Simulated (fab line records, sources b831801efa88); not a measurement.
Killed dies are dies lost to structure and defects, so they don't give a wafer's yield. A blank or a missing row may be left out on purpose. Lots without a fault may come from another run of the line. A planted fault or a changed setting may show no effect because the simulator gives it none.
Which tool did it? | flow sky130 | 12 lots, 36 wafers sampled, at 5 steps of a route of 708

WHAT THE GAUGES READ, wafer by wafer
SKY_VT_ADJUST_HVTP_CD_MEAS_07: target cd 380 nm. Usual: cd_nm 380.2 nm, standard deviation 2.4.
lot  | measured     | on        | cd_nm (nm)        | flag
L402 | day 6 13:07  | cd_sem-02 | 381.1 379.7 379.3 |
L403 | day 6 14:01  | cd_sem-01 | 381.8 382.2 381.3 |
L405 | day 7 04:58  | cd_sem-02 | 379.2 381.4 380.8 |
L408 | day 7 22:43  | cd_sem-02 | 379.4 380.7 380.0 |
L410 | day 8 10:22  | cd_sem-01 | 381.5 380.7 380.6 |
L413 | day 9 06:07  | cd_sem-02 | 381.8 383.1 380.8 |
L414 | day 9 11:13  | cd_sem-02 | 375.0 376.1 376.0 |
L415 | day 9 17:25  | cd_sem-01 | 378.1 375.8 380.4 |
L416 | day 9 22:47  | cd_sem-02 | 383.2 383.7 381.9 |
L417 | day 10 07:59 | cd_sem-01 | 383.7 381.5 383.5 |
L419 | day 10 18:03 | cd_sem-02 | 381.6 382.4 378.4 |
L422 | day 11 21:26 | cd_sem-01 | 382.3 380.5 381.2 |

SKY_GATE_OXIDE_THK_MEAS_02. Usual: GATE_OXIDE_OXIDATION_00_THK 10.26 nm, standard deviation 0.18.
lot  | measured     | on            | GATE_OXIDE_OXIDATION_00_THK (nm) | flag
L402 | day 13 08:05 | film_metro-02 | 10.33 10.19 10.13                |
L403 | day 13 11:01 | film_metro-03 | 10.13 10.11 10.14                |
L405 | day 14 15:44 | film_metro-04 | 10.37 10.43 10.43                |
L408 | day 15 06:07 | film_metro-03 | 10.50 10.43 10.42                |
L410 | day 15 17:31 | film_metro-03 | 9.91 10.06 10.05                 |
L413 | day 16 21:57 | film_metro-02 | 9.99 10.06 10.12                 |
L414 | day 17 07:32 | film_metro-03 | 16.56 16.82 16.80                | OFF
L415 | day 17 12:49 | film_metro-04 | 16.89 16.54 16.83                | OFF
L416 | day 17 19:37 | film_metro-03 | 10.84 10.62 10.62                |
L417 | day 18 04:56 | film_metro-03 | 10.35 10.29 10.42                |
L419 | day 18 20:02 | film_metro-04 | 16.30 16.21 16.37                | OFF
L422 | day 20 09:37 | film_metro-02 | 10.22 10.23 10.41                |

SKY_LDD_HVP_OVL_MEAS_07. Usual: LDD_HVP_OVL -0.3 nm, standard deviation 1.5.
lot  | measured     | on         | LDD_HVP_OVL (nm) | flag
L402 | day 22 04:22 | overlay-02 | 0.4 0.4 -0.2     |
L403 | day 22 09:10 | overlay-01 | -1.1 -0.1 -1.3   |
L405 | day 23 17:59 | overlay-01 | 0.1 -0.6 0.1     |
L408 | day 24 08:58 | overlay-01 | -1.2 -0.9 0.0    |
L410 | day 24 23:28 | overlay-01 | -1.5 -2.9 -1.1   |
L413 | day 26 05:01 | overlay-01 | -2.3 -2.6 -2.8   |
L414 | day 26 09:40 | overlay-01 | -2.0 -1.4 -2.1   |
L415 | day 26 14:34 | overlay-01 | -2.3 -1.7 -1.4   |
L416 | day 27 02:52 | overlay-02 | -2.0 -1.0 0.4    |
L417 | day 27 10:43 | overlay-02 | 2.0 0.9 1.0      |
L419 | day 27 20:46 | overlay-02 | -2.6 -1.8 -1.6   |
L422 | day 29 07:05 | overlay-02 | -1.4 -0.9 0.0    |

WHICH TOOL RAN EACH LOT (tool, then ch and the chambers of the sampled wafers, then the start)
lot  | SKY_SONOS_ONO_ETCH_15              | SKY_GATE_OXIDE_OXIDATION_01
L402 | rie_diel-01 ch 0,2,3, day 13 05:31 | furnace-02 ch 0, day 13 06:41
L403 | rie_diel-02 ch 0,2, day 13 07:38   | furnace-02 ch 0, day 13 09:36
L405 | rie_diel-01 ch 0,1, day 14 12:53   | furnace-02 ch 0, day 14 14:19
L408 | rie_diel-02 ch 1,2,3, day 15 02:08 | furnace-01 ch 0, day 15 04:42
L410 | rie_diel-01 ch 0,2,3, day 15 14:49 | furnace-02 ch 0, day 15 16:07
L413 | rie_diel-03 ch 0,1,2, day 16 18:11 | furnace-01 ch 0, day 16 20:32
L414 | rie_diel-03 ch 0,2,3, day 17 03:22 | furnace-02 ch 0, day 17 03:41 and furnace-01 ch 0, day 17 06:08
L415 | rie_diel-02 ch 2,3, day 17 08:53   | furnace-01 ch 0, day 17 09:12 and furnace-02 ch 0, day 17 11:25
L416 | rie_diel-02 ch 1,3, day 17 17:02   | furnace-02 ch 0, day 17 18:13
L417 | rie_diel-01 ch 1,2, day 18 02:26   | furnace-01 ch 0, day 18 03:32
L419 | rie_diel-03 ch 2,3, day 18 15:29   | furnace-01 ch 0, day 18 15:48
L422 | rie_diel-01 ch 0,1,2, day 20 07:53 | furnace-02 ch 0, day 20 08:12
- SKY_SONOS_ONO_ETCH_15: etches the open film in CHF3/O2, target depth 19.52 nm, time 7.8 s.
- SKY_GATE_OXIDE_OXIDATION_01: stabilise 600 s, purge 300 s, target thk 10.268 nm.

WHAT THE TOOLS THEMSELVES READ (means of the sampled wafers that have a number; where no wafer has one, the mark that the record gives instead)
SKY_SONOS_ONO_ETCH_15. Usual: drypump_motor_current_A 5.6 A, standard deviation 0.45; oes_product_au 0.999 a.u., standard deviation 0.0096; throttle_valve_pct 8.824 %, standard deviation 0.0091.
lot  | tool        | drypump_motor_current_A (A) | oes_product_au (a.u.) | throttle_valve_pct (%) | flag
L402 | rie_diel-01 | 5.7                         | 0.996                 | 8.812                  |
L403 | rie_diel-02 | 5.2                         | 1.000                 | 8.825                  |
L405 | rie_diel-01 | 5.4                         | 1.005                 | 8.825                  |
L408 | rie_diel-02 | 5.6                         | 0.996                 | 8.816                  |
L410 | rie_diel-01 | 5.7                         | 1.002                 | 8.825                  |
L413 | rie_diel-03 | 5.8                         | 1.002                 | 8.822                  |
L414 | rie_diel-03 | 6.0                         | 0.994                 | 8.817                  |
L415 | rie_diel-02 | 5.7                         | 1.008                 | 8.823                  |
L416 | rie_diel-02 | 5.8                         | 1.002                 | 8.830                  |
L417 | rie_diel-01 | 5.2                         | 0.993                 | 8.829                  |
L419 | rie_diel-03 | 6.0                         | 0.989                 | 8.816                  |
L422 | rie_diel-01 | 5.4                         | 1.003                 | 8.821                  |

SKY_GATE_OXIDE_OXIDATION_01. Usual: ox_temp_c 899.9 C, standard deviation 0.45; spike_tc_top_C 910 C, standard deviation 3.4; spike_tc_upper_C 901.1 C, standard deviation 1.4; zone_power_centre_pct 14.4 %, standard deviation 1.3.
lot  | tool                  | ox_temp_c (C) | spike_tc_top_C (C) | spike_tc_upper_C (C) | zone_power_centre_pct (%) | flag
L402 | furnace-02            | 900.3         | 906                | 901.1                | 13.1                      |
L403 | furnace-02            | 899.2         | 906                | 903.1                | 13.4                      |
L405 | furnace-02            | 899.8         | 908                | 902.5                | 13.3                      |
L408 | furnace-01            | 899.9         | 912                | 899.0                | 15.8                      |
L410 | furnace-02            | 899.7         | 907                | 902.0                | 13.2                      |
L413 | furnace-01            | 900.0         | 914                | 900.7                | 15.8                      |
L414 | furnace-02/furnace-01 | 900.0         | 910                | 900.6                | 14.5                      |
L415 | furnace-01/furnace-02 | 900.0         | 910                | 900.8                | 14.6                      |
L416 | furnace-02            | 900.1         | 907                | 902.5                | 13.2                      |
L417 | furnace-01            | 899.7         | 914                | 900.0                | 15.9                      |
L419 | furnace-01            | 900.4         | 914                | 900.0                | 15.7                      |
L422 | furnace-02            | 900.6         | 907                | 901.8                | 13.3                      |

THE ANSWER, worked out from the rows above alone
Rule: a lot is off if the mean of its wafers that have a number lies more than 3 standard deviations from the usual mean. A lot without any number at a reading at which 4 lots or more have one is off too. The other lots that the step has rows for count as sound. The gauges are gone through in route order, then the tools' own readings, and for those a lot's mean is taken as printed above. The first step at which some lot is off is used, and at that step the reading that is off furthest; a lot without a number counts as furthest.
Off: L414, L415, L419, at SKY_GATE_OXIDE_THK_MEAS_02 (GATE_OXIDE_OXIDATION_00_THK).
A tool fits if, at a process step before that reading, it ran every lot that is off, and no sound lot after the first of them. The gauges at SKY_GATE_OXIDE_THK_MEAS_02 are tried like those tools. None of those tried fits.

WHAT THE SIMULATOR HAD PUT IN
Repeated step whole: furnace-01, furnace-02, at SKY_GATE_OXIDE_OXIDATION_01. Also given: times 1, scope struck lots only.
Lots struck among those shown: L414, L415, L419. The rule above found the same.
